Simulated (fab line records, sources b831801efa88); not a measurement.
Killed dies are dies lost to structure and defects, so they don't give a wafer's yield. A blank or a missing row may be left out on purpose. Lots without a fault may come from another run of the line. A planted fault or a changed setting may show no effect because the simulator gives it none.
One fault seen from 2 desks | flow gf180mcu | each desk has only its own numbers; what lay behind them comes last

THE TOOL OWNER'S DESK: implanter-02
The tool's own readings at GF_LVPWELL_IMPLANT_08: means of the sampled wafers that have a number, for each lot that ran on this tool. A lot is out of limits, marked OUT, if its mean lies more than 4 standard deviations from the usual mean; the brackets give that distance.
Columns: A = dose_ions_cm2 at GF_LVPWELL_IMPLANT_08, usual 1.4998e+13; B = faraday_current_uA at GF_LVPWELL_IMPLANT_08, usual 84.4
lot  | first seen here | A                            | B
L844 | day 4 07:03     | 1.4979e+13                   | 86.2
L852 | day 5 23:08     | 1.4987e+13                   | 84.1
L859 | day 7 14:35     | 1.6913e+13 (+99 or more) OUT | 96.6 (+7.6) OUT
L860 | day 7 19:49     | 1.6906e+13 (+99 or more) OUT | 95.9 (+7.2) OUT
This desk's finding: out of limits on L859, L860; first on L859, day 7 14:35 (dose_ions_cm2 at GF_LVPWELL_IMPLANT_08). In limits: L844, L852.

THE METROLOGY DESK
What the gauges read, lot by lot, whatever tool the lot ran on: means of the sampled wafers that have a number. A lot is out of limits, marked OUT, if its mean lies more than 4 standard deviations from the usual mean; the brackets give that distance.
Columns: A = LVPWELL_TW at GF_LVPWELL_TW_MEAS_11, usual 563; B = VT_IMPLANT_01_OVL at GF_VT_IMPLANT_OVL_MEAS_18, usual 0.8 nm; C = LVPWELL_RS at GF_VT_IMPLANT_RS_MEAS_48, usual 1197 ohm/sq; D = cd_nm at GF_POLY_GATE_CD_MEAS_18, usual 280.1 nm
lot  | first seen here | A              | B    | C              | D
L844 | day 4 07:26     | 558            | 0.3  | 1197           | 278.7
L845 | day 4 09:35     | 564            | 0.1  | 1196           | 280.0
L846 | day 4 13:53     | 557            | 2.7  | 1198           | 278.7
L848 | day 5 00:00     | 561            | 1.1  | 1196           | 280.1
L849 | day 5 05:38     | 568            | -1.2 | 1204           | 279.4
L850 | day 5 13:11     | 562            | 1.2  | 1197           | 281.2
L852 | day 5 23:32     | 568            | -0.6 | 1195           | 279.9
L859 | day 7 14:59     | 581 (+4.5) OUT | -0.4 | 1125 (-21) OUT | 280.2
L860 | day 7 20:13     | 578            | 1.5  | 1128 (-20) OUT | 280.2
L862 | day 8 07:22     | 563            | 1.9  | 1194           | 281.2
L863 | day 8 12:41     | 569            | 1.4  | 1192           | 279.7
L866 | day 9 05:07     | 566            | 2.1  | 1195           | 279.8
This desk's finding: out of limits on L859, L860; first on L859, day 7 14:59 (LVPWELL_TW at GF_LVPWELL_TW_MEAS_11). In limits: L844, L845, L846, L848, L849, L850, L852, L862, L863, L866.

PUT TOGETHER
The tool owner's desk could have raised an alarm at day 7 14:35, on L859, L860.
The metrology desk could have raised an alarm at day 7 14:59, on L859, L860.
Of the lots named, all ran GF_LVPWELL_IMPLANT_08 on implanter-02.

WHAT THE SIMULATOR HAD PUT IN
Process parameter drift: implanter-02, from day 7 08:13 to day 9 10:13, at GF_LVPWELL_IMPLANT_08. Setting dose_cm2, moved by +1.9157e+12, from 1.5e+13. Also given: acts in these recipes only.
Lots struck among those shown: L859, L860.
Hours from the fault's start to each desk's first reading out of limits: the tool owner's desk, 6; the metrology desk, 7.
